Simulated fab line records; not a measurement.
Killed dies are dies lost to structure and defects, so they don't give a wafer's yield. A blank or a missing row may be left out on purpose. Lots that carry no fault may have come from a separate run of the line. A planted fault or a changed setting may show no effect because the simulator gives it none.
Problem report in the 8D (eight disciplines) form, filled by code    flow sky130    the parts of the form that need people (team, actions taken, sign-off) are left out

## 1. WHAT WENT WRONG
runLengthS at SKY_GATE_OXIDE_CLEAN_00 reads a mean of 74 s on 6 wafers of 2 lots; wafers without a fault read 179 s with a standard deviation of 3.8. Measured from the usual mean, that is -28 standard deviations.
The step: cleans in SC1/SC2, time 150 s.
The first sign was on wafer L278.1 at day 15 23:42, on wetBench-02. The record has a number at this step for 18 wafers belonging to 6 lots. By rule, "out" or "out of limits" means more than 4 standard deviations away from the usual mean. All remaining wafers that have a number are taken as sound.

## 2. WHAT THIS IS AND IS NOT
question                     is                      is not
which readings at this step  runLengthS              -
which lots                   L278, L280              L274, L277, L284, L291
which wafers of those lots   all that have a number  -
read on which tools          wetBench-02             wetBench-01
when                         from day 15 23:42       up to then (6 sound wafers); but 6 sound wafers of L284, L291 came after

## 3. WHAT RULES OUT EACH SUSPECT
Counting: a tool stays on the suspect list if, at a process step up to the reading, it processed all lots that are out and no sound lot following the first of them.
- plasmaAsher-02 at SKY_SONOS_ONO_STRIP_17 (strips in O2/N2): ruled out as a lasting fault. Following L278 (day 15 23:32), the first lot on it that is out, the sound lots L284, L291 were run on it.
- wetBench-02 at SKY_GATE_OXIDE_CLEAN_00 (cleans in SC1/SC2, time 150 s): kept. All lots that are out passed through it, beginning with L278 at day 15 23:42, and no sound lot followed; its final sound lot before that point was L277 at day 15 14:16. Its own readings are out on those wafers: runLengthS.
After counting, what remains is wetBench-02 at SKY_GATE_OXIDE_CLEAN_00.

## 4. THE CAUSE (what the simulator had put in)
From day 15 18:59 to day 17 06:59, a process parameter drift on wetBench-02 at SKY_GATE_OXIDE_CLEAN_00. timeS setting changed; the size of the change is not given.
Counting left only this tool.

## 5. SEQUENCE OF EFFECTS, ordered by route
Each row: a reading where the mean over the struck wafers with a number is more than 3 standard deviations away from the usual. Readings are gone through only where the record gives a usual standard deviation; hours: the median, over the lots, of the time from a lot's start at the first step in this table giving one to that lot's start at this step; sigmas: the change measured in usual standard deviations.
hours  step                     reading     usual  on struck wafers  change  sigmas
0      SKY_GATE_OXIDE_CLEAN_00  runLengthS  179 s  74                -105    -28
It contains these process steps:
- SKY_GATE_OXIDE_CLEAN_00: cleans in SC1/SC2, time 150 s.
At these later measuring or inspecting steps, every struck wafer for which the step has a row has a number for every such reading, and none has moved that far: SKY_GATE_OXIDE_THK_MEAS_02, SKY_GATE_OXIDE_OVL_MEAS_10, SKY_GATE_OXIDE_TW_MEAS_14.

## 6. WHAT WOULD HAVE CAUGHT IT SOONER
In this record the first reading out of limits was taken at day 15 23:42, 5 hours after the fault began at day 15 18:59.
